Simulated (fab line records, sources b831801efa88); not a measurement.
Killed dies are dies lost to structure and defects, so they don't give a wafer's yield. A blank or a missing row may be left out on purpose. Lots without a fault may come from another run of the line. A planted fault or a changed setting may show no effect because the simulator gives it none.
Which tool did it? | flow sfq_line | 14 lots, 42 wafers sampled, at 1 step of a route of 325

WHAT THE GAUGES READ, wafer by wafer
The record holds no reading of a measuring or inspecting step that can be judged against a usual standard deviation.

WHICH TOOL RAN EACH LOT (tool, then ch and the chambers of the sampled wafers, then the start)
lot  | SFQ_TRILAYER_I0_VIA_ETCH_VIA_ETCH_034
L590 | rie_diel-02 ch 0,1,3, day 8 11:29
L593 | rie_diel-01 ch 2,3, day 9 14:26
L594 | rie_diel-03 ch 2,3, day 9 21:38
L595 | rie_diel-03 ch 0,2,3, day 10 02:26
L597 | rie_diel-02 ch 0,1,3, day 10 16:23
L598 | rie_diel-02 ch 1,2, day 10 23:35
L600 | rie_diel-02 ch 0,1,3, day 11 23:35
L601 | rie_diel-02 ch 0,1,2, day 12 06:51
L602 | rie_diel-03 ch 0,3, day 12 13:59
L603 | rie_diel-02 ch 2,3, day 12 19:59
L610 | rie_diel-03 ch 1,2,3, day 15 07:06
L611 | rie_diel-01 ch 1,2,3, day 15 10:42
L612 | rie_diel-02 ch 1,2, day 15 23:28
L613 | rie_diel-02 ch 1,2, day 16 03:04
- SFQ_TRILAYER_I0_VIA_ETCH_VIA_ETCH_034: etches SiO2 in CHF3, stops on Nb, target depth 260 nm.

WHAT THE TOOLS THEMSELVES READ (means of the sampled wafers that have a number; where no wafer has one, the mark that the record gives instead)
SFQ_TRILAYER_I0_VIA_ETCH_VIA_ETCH_034. Usual: bias_w 79.97 W, standard deviation 0.21; drypump_motor_current_A 5.7 A, standard deviation 0.36; oes_product_au 0.854 a.u., standard deviation 0.0048; rf_fwd_power_W 497.8 W, standard deviation 1.7.
lot  | tool        | bias_w (W) | drypump_motor_current_A (A) | oes_product_au (a.u.) | rf_fwd_power_W (W) | flag
L590 | rie_diel-02 | 79.97      | 5.4                         | 0.853                 | 497.9              |
L593 | rie_diel-01 | 80.10      | 5.8                         | 0.852                 | 499.1              |
L594 | rie_diel-03 | 79.80      | 5.4                         | 0.854                 | 498.0              |
L595 | rie_diel-03 | 80.14      | 5.5                         | 0.853                 | 498.0              |
L597 | rie_diel-02 | 80.05      | 5.4                         | 0.856                 | 498.0              |
L598 | rie_diel-02 | 79.81      | 5.7                         | 0.861                 | 498.6              |
L600 | rie_diel-02 | 80.04      | 5.4                         | 0.855                 | 497.1              |
L601 | rie_diel-02 | 79.90      | 5.8                         | 0.854                 | 417.7              | OFF
L602 | rie_diel-03 | 80.10      | 5.6                         | 0.858                 | 496.8              |
L603 | rie_diel-02 | 79.86      | 5.9                         | 0.856                 | 418.8              | OFF
L610 | rie_diel-03 | 80.02      | 5.5                         | 0.857                 | 499.7              |
L611 | rie_diel-01 | 80.04      | 5.9                         | 0.859                 | 498.9              |
L612 | rie_diel-02 | 80.00      | 6.0                         | 0.852                 | 497.2              |
L613 | rie_diel-02 | 79.74      | 5.7                         | 0.853                 | 497.8              |

THE ANSWER, worked out from the rows above alone
Rule: a lot is off if the mean of its wafers that have a number lies more than 3 standard deviations from the usual mean. A lot without any number at a reading at which 4 lots or more have one is off too. The other lots that the step has rows for count as sound. The gauges are gone through in route order, then the tools' own readings, and for those a lot's mean is taken as printed above. The first step at which some lot is off is used, and at that step the reading that is off furthest; a lot without a number counts as furthest.
Off: L601, L603, at SFQ_TRILAYER_I0_VIA_ETCH_VIA_ETCH_034 (rf_fwd_power_W).
A tool fits if, at that step or a process step before it, it ran every lot that is off, and no sound lot after the first of them. None of those tried fits.

WHAT THE SIMULATOR HAD PUT IN
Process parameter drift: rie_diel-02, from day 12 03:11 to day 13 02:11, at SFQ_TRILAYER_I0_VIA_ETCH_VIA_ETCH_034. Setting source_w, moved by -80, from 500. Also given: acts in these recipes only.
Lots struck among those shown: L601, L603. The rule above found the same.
